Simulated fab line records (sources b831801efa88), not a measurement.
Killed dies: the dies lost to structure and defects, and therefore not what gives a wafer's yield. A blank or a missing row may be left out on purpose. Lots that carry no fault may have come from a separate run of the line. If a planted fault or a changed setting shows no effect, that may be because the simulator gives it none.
fab line records	flow sfq-line
record: lots: 6	wafers: 17	last-day: 82
route steps=325 shown M2@92 I2@103 M3@118 I3@133 M8@325
lots that met no fault: taken from a fault-free run of the same line
start-h: start of the lot's first displayed wafer, in hours after the record's first day	wait-h: hours from the lot's prior step to this one	" repeats the value in the row above	L1.1+2: a single row standing in for several wafers	- value missing, or start not given	* or withheld: withheld	< > ~ a bound
route shown NAME@n: names a module that has steps shown in the file, with the first one's number in the route	usual: the fault-free wafers' mean and standard deviation	same: alike in all rows	chamber/n: place in a boat	sites: the reading at each site	_std_site: standard deviation of those values	_edge_site: inner sites' mean taken away from outer sites' mean	radius-mm: for every site, how far away it sits from the centre of the wafer	mask NAME#n: copy n	behind: the most recent tool/chamber to have shaped the wafer	hold: reason for holding the lot/hours on hold/outcome of the hold	device: which transistor (n, p or np) failed to switch	end of line: tests run on the same wafers once the route is complete	a step given without rows: its recipe and nothing more	killed: the dies lost at the first sort to structure and to defects; this is not the yield of the wafer	map: a wafer's dies, marking killed ones x, the rest . and places with no die _
set.NAME: the setting that was run; set.NAME@STEP: the one run at that earlier step	model.NAME: the simulator's own value behind a step, which no gauge read
lots seen at some steps along the route; tables by step, rows by wafer
services: a tool's chamber out of use, with start hour (start-h, from the record's first day; less than 0 if before it), hours out, and reason
== steps ==
step: SFQ_TRILAYER_M2_LITHO_COAT_062
recipe: resist: BARC	spin-rpm: 3000	resist-thk-nm: 62
step: SFQ_TRILAYER_M2_LITHO_COAT_057
recipe: resist: KrF	spin-rpm: 3000	resist-thk-nm: 600
step: SFQ_TRILAYER_M2_LITHO_SOFTBAKE_061
recipe: temp-c: withheld	time-s: withheld	resist: KrF
step: SFQ_TRILAYER_M2_LITHO_EXPOSE_058
recipe: mask-id: M2	na: 0.6	source-shape: conventional	sigma-outer: 0.65	target-cd-nm: 500	dose-mj: 14.4
step: SFQ_TRILAYER_M2_LITHO_PEB_060
recipe: peb-temp-c: 115	peb-time-s: 60	resist: KrF
step: SFQ_TRILAYER_M2_LITHO_DEVELOP_059
recipe: time-s: 60	resist: KrF
step: SFQ_M2_OVL_MEAS_916
usual: M2_OVL: -1/5
lot.wafer	tool	chamber	start-h	wait-h	M2_OVL[nm]
L922.1	overlay-02	-	476.08	0.1	-2
L922.3	"	-	"	"	-2
L922.4	"	-	"	"	-2
L929.2	overlay-01	-	613.83	0.1	8
L929.3	"	-	"	"	12
L929.4	"	-	"	"	4
L935.2	overlay-02	-	668.09	0.1	0
L935.3	"	-	"	"	1
L935.4	"	-	"	"	1
L937.1	overlay-01	-	680.03	0.1	-4
L937.2	"	-	"	"	2
L937.5	"	-	"	"	3
L939.5	overlay-01	-	700.37	0.0	6
L939.6	"	-	"	"	7
L941.2	overlay-01	-	707.14	0.1	-2
L941.4	"	-	"	"	-1
L941.5	"	-	"	"	0
step: SFQ_TRILAYER_M2_BARC_OPEN_METAL_ETCH_077
recipe: mask-material: PR	chemistry: O2	target-depth-nm: 125	target: BARC	icp-w: 600	bias-w: 80	pressure-mtorr: 10	time-s: 41.7
step: SFQ_TRILAYER_M2_ETCH_METAL_ETCH_060
recipe: target: Nb	stop-on: SiO2	mask-material: PR	chemistry: Cl2/Ar	target-depth-nm: 240	icp-w: 600	bias-w: 80	pressure-mtorr: 10	time-s: 120
step: SFQ_TRILAYER_M2_STRIP_STRIP_061
recipe: gas: O2	power-w: 200	platen-temp-c: 40	overash-fraction: 0.65	chemistry: O2	pressure-mtorr: 50
usual: drypump-motor-current-A: 5.6/0.43	oes-product-au: 1.000/0.006
same: overash-fraction: 0.65
lot.wafer	tool	chamber	start-h	wait-h	drypump-motor-current-A	oes-product-au	rf-hours-counter-h
L922.1	rie-metal-03	1	476.30	0.1	5.0	0.998	141
L922.3	"	1	"	"	5.0	1.000	-
L922.4	"	0	"	"	6.0	1.001	-
L929.2	rie-metal-03	1	614.04	0.1	5.0	0.997	2
L929.3	"	0	"	"	6.0	0.996	-
L929.4	"	1	"	"	5.0	1.001	-
L935.2	rie-metal-01	0	668.31	0.1	5.3	0.999	117
L935.3	"	0	"	"	5.3	0.993	-
L935.4	"	1	"	"	5.7	1.006	-
L937.1	rie-metal-03	1	680.25	0.1	5.0	0.998	13
L937.2	"	0	"	"	5.9	1.001	81
L937.5	"	0	"	"	5.9	1.000	-
L939.5	rie-metal-03	0	700.97	0.4	6.0	1.002	-
L939.6	"	1	"	"	5.0	0.998	-
L941.2	rie-metal-01	0	707.36	0.1	5.3	1.011	124
L941.4	"	0	"	"	5.3	0.996	-
L941.5	"	0	"	"	5.3	0.993	-
step: SFQ_TRILAYER_M2_STRIP_SOLV_CLEAN_062
recipe: chemistry: NMP	temp-c: 70	time-s: 600
step: SFQ_TRILAYER_I2_DEP_PECVD_063
recipe: material: SiO2	temp-c: 150	time-s: 111.11	pressure-torr: 2.4	rf-w: 183.3	precursor: SiH4/N2O	target-thk-nm: 500
step: SFQ_TRILAYER_I2_CMP_CMP_064
recipe: material: SiO2	down-force-psi: 3	platen-rpm: 60	pad-velocity-m-s: 0.94248
usual: motor-current-A: 10.7/0.47	time-to-endpoint-s: 214/6.2
lot.wafer	tool	chamber	start-h	wait-h	motor-current-A	time-to-endpoint-s	model.SiO2_of_TRILAYER_I2_DEP_PECVD_063.thk-nm
L922.1	cmp-01	2	479.49	2.4	11.2	203	200.1
L922.4	"	0	480.49	3.3	11.0	202	198.2
L922.3	"	1	"	"	10.8	206	199.7
L929.3	cmp-01	3	616.01	1.1	10.8	209	199
L929.4	"	0	"	"	11.2	220	198.7
L929.2	"	1	"	"	11.3	217	199.9
L935.2	cmp-02	2	675.11	6.0	11.3	205	199.2
L935.4	"	3	"	"	10.3	217	197.9
L935.3	"	0	"	"	10.1	205	197.2
L937.2	cmp-01	2	684.18	3.1	10.9	212	199.7
L937.1	"	1	685.68	4.6	10.9	208	199
L937.5	"	2	"	"	10.7	285	306.5
L939.6	cmp-01	1	703.42	2.0	10.8	283	307
L939.5	"	2	"	"	10.1	290	308.6
L941.4	cmp-02	0	710.10	1.9	9.8	218	199.4
L941.2	"	2	711.10	2.9	11.7	217	199.5
L941.5	"	1	712.60	4.4	10.0	219	201.9
step: SFQ_I2_BOW_MEAS_917
recipe: mode: bow
usual: I2_BOW: 2/8.4
lot.wafer	tool	chamber	start-h	wait-h	I2_BOW[um]
L922.1	film-metro-04	-	482.49	2.5	0
L922.3	"	-	"	"	4
L922.4	"	-	"	"	14
L929.2	film-metro-01	-	618.53	1.0	4
L929.3	"	-	"	"	-3
L929.4	"	-	"	"	-10
L935.2	film-metro-04	-	678.13	2.5	10
L935.3	"	-	"	"	0
L935.4	"	-	"	"	14
L937.1	film-metro-01	-	687.18	1.0	12
L937.2	"	-	"	"	-2
L937.5	"	-	"	"	1
L939.5	film-metro-01	-	704.50	0.1	2
L939.6	"	-	"	"	9
L941.2	film-metro-04	-	713.12	1.5	17
L941.4	"	-	"	"	-4
L941.5	"	-	"	"	19
step: SFQ_TRILAYER_I2_METRO_MEASURE_065
usual: thk-nm: 199.5/0.89
lot.wafer	tool	chamber	start-h	wait-h	thk-nm
L922.1	film-metro-04	-	482.61	0.1	200.1
L922.3	"	-	"	"	199.7
L922.4	"	-	"	"	198.2
L929.2	film-metro-01	-	618.83	0.3	200.0
L929.3	"	-	"	"	199.1
L929.4	"	-	"	"	198.6
L935.2	film-metro-04	-	678.43	0.3	198.9
L935.3	"	-	"	"	197.2
L935.4	"	-	"	"	197.8
L937.1	film-metro-01	-	687.30	0.1	198.9
L937.2	"	-	"	"	199.7
L937.5	"	-	"	"	306.4
L939.5	film-metro-01	-	705.34	0.8	308.8
L939.6	"	-	"	"	306.8
L941.2	film-metro-04	-	713.42	0.3	199.4
L941.4	"	-	"	"	199.5
L941.5	"	-	"	"	201.9
step: SFQ_TRILAYER_I2_VIA_LITHO_COAT_072
recipe: resist: BARC	spin-rpm: 3000	resist-thk-nm: 62
step: SFQ_TRILAYER_I2_VIA_LITHO_COAT_067
recipe: resist: KrF	spin-rpm: 3000	resist-thk-nm: 650
step: SFQ_TRILAYER_I2_VIA_LITHO_SOFTBAKE_071
recipe: temp-c: withheld	time-s: withheld	resist: KrF
step: SFQ_TRILAYER_I2_VIA_LITHO_EXPOSE_068
recipe: mask-id: I2	na: 0.6	source-shape: conventional	sigma-outer: 0.65	target-cd-nm: 500	dose-mj: 21.3
step: SFQ_TRILAYER_I2_VIA_LITHO_PEB_070
recipe: peb-temp-c: 115	peb-time-s: 60	resist: KrF
step: SFQ_TRILAYER_I2_VIA_LITHO_DEVELOP_069
recipe: time-s: 60	resist: KrF
step: SFQ_I2_OVL_MEAS_918
usual: I2_OVL: -2/5.5
lot.wafer	tool	chamber	start-h	wait-h	I2_OVL[nm]
L922.1	overlay-01	-	486.06	0.1	6
L922.3	"	-	"	"	4
L922.4	"	-	"	"	1
L929.2	overlay-01	-	622.08	0.1	-2
L929.3	"	-	"	"	-9
L929.4	"	-	"	"	0
L935.2	overlay-01	-	682.29	0.1	-1
L935.3	"	-	"	"	4
L935.4	"	-	"	"	-6
L937.1	overlay-01	-	690.75	0.1	3
L937.2	"	-	"	"	5
L937.5	"	-	"	"	4
L939.5	overlay-01	-	709.56	0.0	0
L939.6	"	-	"	"	-11
L941.2	overlay-01	-	717.27	0.1	0
L941.4	"	-	"	"	-5
L941.5	"	-	"	"	-3
step: SFQ_TRILAYER_I2_VIA_BARC_OPEN_VIA_ETCH_096
recipe: mask-material: PR	chemistry: O2	target-depth-nm: 125	target: BARC	source-w: 500	bias-w: 80	pressure-mtorr: 30	time-s: 41.7
usual: drypump-motor-current-A: 5.7/0.38	oes-product-au: 0.685/0.0044
lot.wafer	tool	chamber	start-h	wait-h	drypump-motor-current-A	oes-product-au	rf-hours-counter-h
L922.1	rie-diel-01	0	486.09	0.0	5.9	0.684	11
L922.3	"	3	"	"	5.1	0.688	89
L922.4	"	1	"	"	5.8	0.675	9
L929.2	rie-diel-03	1	622.11	0.0	5.6	0.685	35
L929.3	"	2	"	"	5.4	0.681	34
L929.4	"	0	"	"	6.3	0.682	25
L935.2	rie-diel-03	3	682.32	0.0	5.7	0.688	12
L935.3	"	1	"	"	5.6	0.683	36
L935.4	"	0	"	"	6.4	0.690	26
L937.1	rie-diel-03	3	690.78	0.0	5.7	0.681	12
L937.2	"	0	"	"	6.3	0.676	26
L937.5	"	2	"	"	5.4	0.690	-
L939.5	rie-diel-03	1	709.59	0.0	5.5	0.686	-
L939.6	"	0	"	"	6.4	0.681	-
L941.2	rie-diel-03	0	717.30	0.0	6.3	0.686	27
L941.4	"	1	"	"	5.6	0.680	37
L941.5	"	2	"	"	5.5	0.687	-
step: SFQ_TRILAYER_I2_VIA_ETCH_VIA_ETCH_070
recipe: target: SiO2	stop-on: Nb	mask-material: PR	taper-deg: 20	chemistry: CHF3	target-depth-nm: 260	source-w: 500	bias-w: 80	pressure-mtorr: 30	time-s: withheld
usual: drypump-motor-current-A: 5.7/0.38	oes-product-au: 0.853/0.0048
lot.wafer	tool	chamber	start-h	wait-h	drypump-motor-current-A	oes-product-au	model.etch.depth-nm	model.I2.feature-depth-nm
L922.1	rie-diel-01	0	486.13	0.0	5.9	0.854	200.1	200.1
L922.3	"	3	"	"	5.2	0.852	199.7	199.7
L922.4	"	1	"	"	5.8	0.849	198.2	198.2
L929.2	rie-diel-03	1	622.15	0.0	5.6	0.855	199.9	199.9
L929.3	"	2	"	"	5.4	0.851	199	199
L929.4	"	0	"	"	6.3	0.852	198.7	198.7
L935.2	rie-diel-03	3	682.36	0.0	5.7	0.839	199.2	199.2
L935.3	"	1	"	"	5.6	0.854	197.2	197.2
L935.4	"	0	"	"	6.3	0.847	197.9	197.9
L937.1	rie-diel-03	3	690.82	0.0	5.8	0.849	199	199
L937.2	"	0	"	"	6.3	0.853	199.7	199.7
L937.5	"	2	"	"	5.4	1.006	260.8	260.8
L939.5	rie-diel-03	1	709.67	0.1	5.6	1.016	265.7	265.7
L939.6	"	0	"	"	6.3	1.002	259.9	259.9
L941.2	rie-diel-03	0	717.34	0.0	6.4	0.851	199.5	199.5
L941.4	"	1	"	"	5.5	0.863	199.4	199.4
L941.5	"	2	"	"	5.4	0.855	201.9	201.9
step: SFQ_TRILAYER_I2_VIA_STRIP_STRIP_071
recipe: gas: O2	power-w: 200	platen-temp-c: 40	overash-fraction: 0.65	chemistry: O2	pressure-mtorr: 50
step: SFQ_TRILAYER_I2_VIA_STRIP_SOLV_CLEAN_072
recipe: chemistry: NMP	temp-c: 70	time-s: 600
step: SFQ_TRILAYER_M3_DEP_PRE_CLEAN_074
recipe: gas: Ar	time-s: 22.5	bias-v: 250
lot.wafer	tool	chamber	start-h	wait-h	model.SiO2_of_TRILAYER_I2_DEP_PECVD_063.thk-nm
L922.1	pvd-sputter-03	-	487.20	0.0	192.6
L922.3	"	-	"	"	192.2
L922.4	"	-	"	"	190.7
L929.2	pvd-sputter-05	-	623.04	0.0	192.4
L929.3	"	-	"	"	191.5
L929.4	"	-	"	"	191.2
L935.2	pvd-sputter-04	-	683.25	0.0	191.7
L935.3	"	-	"	"	189.7
L935.4	"	-	"	"	190.4
L937.1	pvd-sputter-03	-	691.71	0.0	191.5
L937.2	"	-	"	"	192.2
L937.5	"	-	"	"	299
L939.5	pvd-sputter-04	-	710.51	0.0	301.1
L939.6	"	-	"	"	299.5
L941.2	pvd-sputter-04	-	718.23	0.0	192
L941.4	"	-	"	"	191.9
L941.5	"	-	"	"	194.4
step: SFQ_TRILAYER_M3_DEP_SPUTTER_073
recipe: material: Nb	base-pressure-pa: 1.33e-06	chamber-pressure-pa: 0.1333	substrate-temp-c: 20	resputter-cathode-voltage-v: 400	target-thk-nm: 200	power-w: 2000	time-s: 133.3
step: SFQ_M3_RS_MEAS_919
recipe: thk-meas-gauge: four-point-probe	reads: Nb_of_TRILAYER_M3_DEP_SPUTTER_073
usual: M3_NB_RS: 0.890/0.008
lot.wafer	tool	chamber	start-h	wait-h	M3_NB_RS[ohm/sq]
L922.1	film-metro-03	-	487.32	0.0	0.896
L922.3	"	-	"	"	0.892
L922.4	"	-	"	"	0.900
L929.2	film-metro-02	-	623.18	0.1	0.886
L929.3	"	-	"	"	0.881
L929.4	"	-	"	"	0.878
L935.2	film-metro-03	-	683.39	0.1	0.893
L935.3	"	-	"	"	0.883
L935.4	"	-	"	"	0.894
L937.1	film-metro-04	-	691.83	0.0	0.886
L937.2	"	-	"	"	0.891
L937.5	"	-	"	"	0.891
L939.5	film-metro-02	-	710.70	0.1	0.895
L939.6	"	-	"	"	0.896
L941.2	film-metro-03	-	718.37	0.1	0.897
L941.4	"	-	"	"	0.901
L941.5	"	-	"	"	0.899
step: SFQ_TRILAYER_M3_LITHO_COAT_080
recipe: resist: BARC	spin-rpm: 3000	resist-thk-nm: 62
step: SFQ_TRILAYER_M3_LITHO_COAT_075
recipe: resist: KrF	spin-rpm: 3000	resist-thk-nm: 600
step: SFQ_TRILAYER_M3_LITHO_SOFTBAKE_079
recipe: temp-c: withheld	time-s: withheld	resist: KrF
step: SFQ_TRILAYER_M3_LITHO_EXPOSE_076
recipe: mask-id: M3	na: 0.6	source-shape: conventional	sigma-outer: 0.65	target-cd-nm: 500	dose-mj: 14.4
step: SFQ_TRILAYER_M3_LITHO_PEB_078
recipe: peb-temp-c: 115	peb-time-s: 60	resist: KrF
step: SFQ_TRILAYER_M3_LITHO_DEVELOP_077
recipe: time-s: 60	resist: KrF
step: SFQ_M3_OVL_MEAS_921
usual: M3_OVL: -1/4.8
lot.wafer	tool	chamber	start-h	wait-h	M3_OVL[nm]
L922.1	overlay-02	-	647.55	0.1	-5
L922.3	"	-	"	"	-2
L922.4	"	-	"	"	0
L929.2	overlay-01	-	772.82	0.1	3
L929.3	"	-	"	"	-8
L929.4	"	-	"	"	-1
L935.2	overlay-02	-	830.78	0.1	-3
L935.3	"	-	"	"	-3
L935.4	"	-	"	"	1
L937.1	overlay-01	-	841.70	0.1	3
L937.2	"	-	"	"	-4
L937.5	"	-	"	"	6
L939.5	overlay-01	-	861.05	0.0	-1
L939.6	"	-	"	"	-6
L941.2	overlay-01	-	869.43	0.1	-8
L941.4	"	-	"	"	0
L941.5	"	-	"	"	-5
step: SFQ_TRILAYER_M3_BARC_OPEN_METAL_ETCH_100
recipe: mask-material: PR	chemistry: O2	target-depth-nm: 125	target: BARC	icp-w: 600	bias-w: 80	pressure-mtorr: 10	time-s: 41.7
usual: drypump-motor-current-A: 5.7/0.5	oes-product-au: 0.685/0.0043
lot.wafer	tool	chamber	start-h	wait-h	drypump-motor-current-A	oes-product-au	rf-hours-counter-h
L922.1	rie-metal-03	1	647.58	0.0	5.0	0.686	7
L922.3	"	1	"	"	5.0	0.688	-
L922.4	"	0	"	"	5.9	0.682	-
L929.2	rie-metal-02	0	772.85	0.0	6.6	0.687	26
L929.3	"	1	"	"	5.9	0.679	-
L929.4	"	0	"	"	6.6	0.682	-
L935.2	rie-metal-03	1	830.81	0.0	5.0	0.693	36
L935.3	"	1	"	"	5.0	0.677	-
L935.4	"	0	"	"	5.9	0.690	-
L937.1	rie-metal-01	0	841.73	0.0	5.3	0.688	144
L937.2	"	1	"	"	5.7	0.685	117
L937.5	"	1	"	"	5.7	0.684	-
L939.5	rie-metal-03	0	861.10	0.0	6.0	0.687	-
L939.6	"	1	"	"	5.0	0.686	-
L941.2	rie-metal-02	0	869.46	0.0	6.6	0.680	39
L941.4	"	0	"	"	6.6	0.689	-
L941.5	"	0	"	"	6.6	0.680	-
step: SFQ_TRILAYER_M3_ETCH_METAL_ETCH_078
recipe: target: Nb	stop-on: SiO2	mask-material: PR	chemistry: Cl2/Ar	target-depth-nm: 240	icp-w: 600	bias-w: 80	pressure-mtorr: 10	time-s: 120
usual: drypump-motor-current-A: 5.7/0.5	oes-product-au: 0.894/0.0066
lot.wafer	tool	chamber	start-h	wait-h	drypump-motor-current-A	oes-product-au	rf-hours-counter-h
L922.1	rie-metal-03	1	647.64	0.0	5.0	0.882	7
L922.3	"	1	"	"	5.0	0.892	-
L922.4	"	0	"	"	6.0	0.891	-
L929.2	rie-metal-02	0	772.91	0.0	6.6	0.894	26
L929.3	"	1	"	"	5.9	0.892	-
L929.4	"	0	"	"	6.6	0.899	-
L935.2	rie-metal-03	1	830.87	0.0	5.0	0.892	36
L935.3	"	1	"	"	5.0	0.898	-
L935.4	"	0	"	"	6.0	0.896	-
L937.1	rie-metal-01	0	841.79	0.0	5.3	0.896	144
L937.2	"	1	"	"	5.6	0.893	117
L937.5	"	1	"	"	5.7	0.895	-
L939.5	rie-metal-03	0	861.20	0.1	5.9	0.888	-
L939.6	"	1	"	"	5.0	0.895	-
L941.2	rie-metal-02	0	869.52	0.0	6.6	0.890	39
L941.4	"	0	"	"	6.6	0.892	-
L941.5	"	0	"	"	6.6	0.893	-
step: SFQ_TRILAYER_M3_STRIP_STRIP_079
recipe: gas: O2	power-w: 200	platen-temp-c: 40	overash-fraction: 0.65	chemistry: O2	pressure-mtorr: 50
usual: drypump-motor-current-A: 5.7/0.5	oes-product-au: 0.997/0.008
same: overash-fraction: 0.65
lot.wafer	tool	chamber	start-h	wait-h	drypump-motor-current-A	oes-product-au	rf-hours-counter-h
L922.1	rie-metal-03	1	647.77	0.1	5.0	1.011	7
L922.3	"	1	"	"	5.0	0.999	-
L922.4	"	0	"	"	6.0	1.009	-
L929.2	rie-metal-02	0	773.04	0.1	6.7	0.992	26
L929.3	"	1	"	"	6.0	0.988	-
L929.4	"	0	"	"	6.6	0.996	-
L935.2	rie-metal-03	1	830.99	0.1	5.0	1.005	37
L935.3	"	1	"	"	5.0	0.997	-
L935.4	"	0	"	"	6.0	0.999	-
L937.1	rie-metal-01	0	841.92	0.1	5.3	1.010	144
L937.2	"	1	"	"	5.6	1.002	117
L937.5	"	1	"	"	5.6	1.004	-
L939.5	rie-metal-03	0	861.64	0.4	6.0	1.004	-
L939.6	"	1	"	"	5.0	0.999	-
L941.2	rie-metal-02	0	869.64	0.1	6.6	0.993	39
L941.4	"	0	"	"	6.6	0.996	-
L941.5	"	0	"	"	6.6	0.989	-
step: SFQ_TRILAYER_M3_STRIP_SOLV_CLEAN_080
recipe: chemistry: NMP	temp-c: 70	time-s: 600
step: SFQ_TRILAYER_I3_DEP_PECVD_081
recipe: material: SiO2	temp-c: 150	time-s: 111.11	pressure-torr: 2.4	rf-w: 183.3	precursor: SiH4/N2O	target-thk-nm: 500
step: SFQ_M8_BOW_MEAS_951
recipe: mode: bow
usual: M8_BOW: 6/11
lot.wafer	tool	chamber	start-h	wait-h	M8_BOW[um]	model.etest.i2.link-ohm
L922.1	film-metro-03	-	1691.87	0.0	10	1.985
L922.3	"	-	"	"	14	1.984
L922.4	"	-	"	"	23	1.992
L929.2	film-metro-04	-	1746.48	0.0	8	1.951
L929.3	"	-	"	"	0	1.94
L929.4	"	-	"	"	-5	1.936
L935.2	film-metro-03	-	1906.91	0.0	20	1.971
L935.3	"	-	"	"	9	1.946
L935.4	"	-	"	"	26	1.962
L937.1	film-metro-03	-	1915.24	0.0	24	1.957
L937.2	"	-	"	"	10	1.978
L937.5	"	-	"	"	14	1e+06
L939.5	film-metro-03	-	1951.07	0.1	17	1e+06
L939.6	"	-	"	"	25	1e+06
L941.2	film-metro-01	-	1970.05	0.0	23	1.964
L941.4	"	-	"	"	4	1.98
L941.5	"	-	"	"	25	1.972
== services ==
tool	chamber	start-h	hours	kind
rie-metal-02	0	455.97	6.4	repair
cmp-01	-	456.82	1.7	repair
rie-metal-02	1	461.80	3.8	repair
cmp-01	-	470.50	2.1	repair
cmp-01	-	498.24	0.5	repair
rie-metal-01	-	508.64	15.6	pm
rie-diel-03	3	538.67	9.7	repair
cmp-01	-	540.41	16.7	pm
rie-metal-02	1	559.29	4.9	repair
cmp-01	-	572.02	1.1	repair
cmp-01	-	573.10	4.0	pm
rie-diel-03	-	577.37	28.1	pm
rie-diel-03	0	607.03	4.9	repair
rie-metal-03	0	616.56	1.3	repair
rie-diel-03	1	623.21	5.5	repair
rie-diel-03	-	631.24	0.6	repair
rie-metal-02	1	738.27	6.8	repair
rie-metal-02	-	757.61	1.4	repair
rie-metal-01	1	765.12	1.9	repair
rie-metal-01	-	782.19	1.7	repair
rie-metal-03	-	783.73	0.8	repair
rie-diel-03	1	791.55	4.8	repair
rie-diel-03	3	829.30	1.2	repair
rie-diel-03	3	859.81	9.0	repair
== key ==
first-sign: step: SFQ_TRILAYER_I2_CMP_CMP_064	reading: time-to-endpoint-s	direction: up	sigmas: 12	usual: *	struck: *
effect: step: SFQ_TRILAYER_I2_METRO_MEASURE_065	reading: thk-nm	direction: up	sigmas: 99+	usual: 199.5	struck: 307.3
effect: step: SFQ_TRILAYER_I2_VIA_ETCH_VIA_ETCH_070	reading: oes-product-au	direction: up	sigmas: 32	usual: 0.853	struck: 1.008
model-effect: step: SFQ_TRILAYER_I2_CMP_CMP_064	value: SiO2_of_TRILAYER_I2_DEP_PECVD_063.thk-nm	without: 199.7	struck: 307.3
model-effect: step: SFQ_TRILAYER_I2_VIA_ETCH_VIA_ETCH_070	value: etch.depth-nm	without: 199.7	struck: 262.1
model-effect: step: SFQ_TRILAYER_M3_DEP_PRE_CLEAN_074	value: SiO2_of_TRILAYER_I2_DEP_PECVD_063.thk-nm	without: 192.2	struck: 299.8
model-effect: step: SFQ_M8_BOW_MEAS_951	value: etest.i2.link-ohm	without: 1.976	struck: 1e+06
met-at SFQ_TRILAYER_I2_CMP_CMP_064
struck-wafers L937.5,L939.5,L939.6
onset-between 616.01 684.18
fault: kind: process-parameter-drift	tool: cmp-01	chamber: -	onset-h: 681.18	steps: SFQ_TRILAYER_I2_CMP_CMP_064	channel: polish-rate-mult	offset: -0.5	shape: step	end-h: 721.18	scope: struck-wafers-only
